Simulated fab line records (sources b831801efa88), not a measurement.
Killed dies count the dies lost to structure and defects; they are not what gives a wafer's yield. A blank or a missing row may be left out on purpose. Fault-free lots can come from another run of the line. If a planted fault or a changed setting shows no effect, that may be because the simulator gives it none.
2 desks looking at one fault	flow sky130	what lay behind the numbers comes last; until then each desk has only its own

AT THE METROLOGY DESK
What the gauges read for every lot (on any tool): the sampled wafers with a number, averaged. If a lot's mean is further than 4 standard deviations from the usual mean, the lot is out of limits and carries the mark OUT (the distance appears in the brackets).
Columns: A = FIELD_ISO_OXIDATION_01_THK at SKY_FIELD_ISO_THK_MEAS_23, usual 9.96 nm; B = FIELD_ISO_CVD_24_THK at SKY_FIELD_ISO_THK_MEAS_25, usual 598 nm; C = NWELL_OXIDATION_THK at SKY_NWELL_THK_MEAS_02, usual 10.04 nm; D = DNWELL_TW at SKY_DNWELL_TW_MEAS_09, usual 1121; E = PWDE_OVL at SKY_PWDE_OVL_MEAS_07, usual 0.1 nm; F = PWDE_TW at SKY_PWDE_TW_MEAS_10, usual 377
lot	first seen here	A	B	C	D	E	F
L614	day 3 08:54	10.13	597	9.79	1139	0.7	381
L619	day 4 08:32	9.89	600	10.12	1116	-0.6	376
L628	day 6 05:02	9.99	593	10.06	1120	2.2	382
L627	day 6 05:02	10.16	597	9.92	1126	-1.5	382
L629	day 6 14:54	9.75	608	9.82	1116	-0.8	381
L633	day 7 12:03	9.88	595	10.09	1120	1.9	374
Result from this desk: across the 6 lots, nothing is out of limits.

FOR THE TOOL OWNER'S DESK: wet_bench-01
The tool's own readings at SKY_FIELD_ISO_WET_ETCH_30 (etches SiO2 in dHF, target depth 25 nm, time 50 s): means of the sampled wafers that have a number, for each lot that ran on this tool. If a lot's mean is further than 4 standard deviations from the usual mean, the lot is out of limits and carries the mark OUT (the distance appears in the brackets).
Columns: A = run_length_s at SKY_FIELD_ISO_WET_ETCH_30, usual 78.8 s
lot	first seen here	A
L614	day 3 11:49	77.4
L619	day 4 13:25	79.4
L628	day 6 13:16	103.6 (+8.9) OUT
L627	day 6 13:41	102.1 (+8.3) OUT
Finding of this desk: L627, L628 out of limits; the first was L628 at day 6 13:16, on run_length_s at SKY_FIELD_ISO_WET_ETCH_30. L614, L619 stayed within limits.

BROUGHT TOGETHER
On L627, L628, at day 6 13:16, an alarm was possible from the tool owner's desk.
From the metrology desk's view, nothing was out of limits.
The metrology desk holds a record of L627, L628, inside its limits.
SKY_FIELD_ISO_WET_ETCH_30 was run on wet_bench-01 by each of the lots named.

WHAT THE SIMULATOR HAD INSERTED
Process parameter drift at SKY_FIELD_ISO_WET_ETCH_30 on wet_bench-01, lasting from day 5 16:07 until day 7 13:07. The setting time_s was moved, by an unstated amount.
Lots struck among those shown: L627, L628.
Delay in hours, fault start to first out-of-limits reading, by desk: the tool owner's desk at 21.
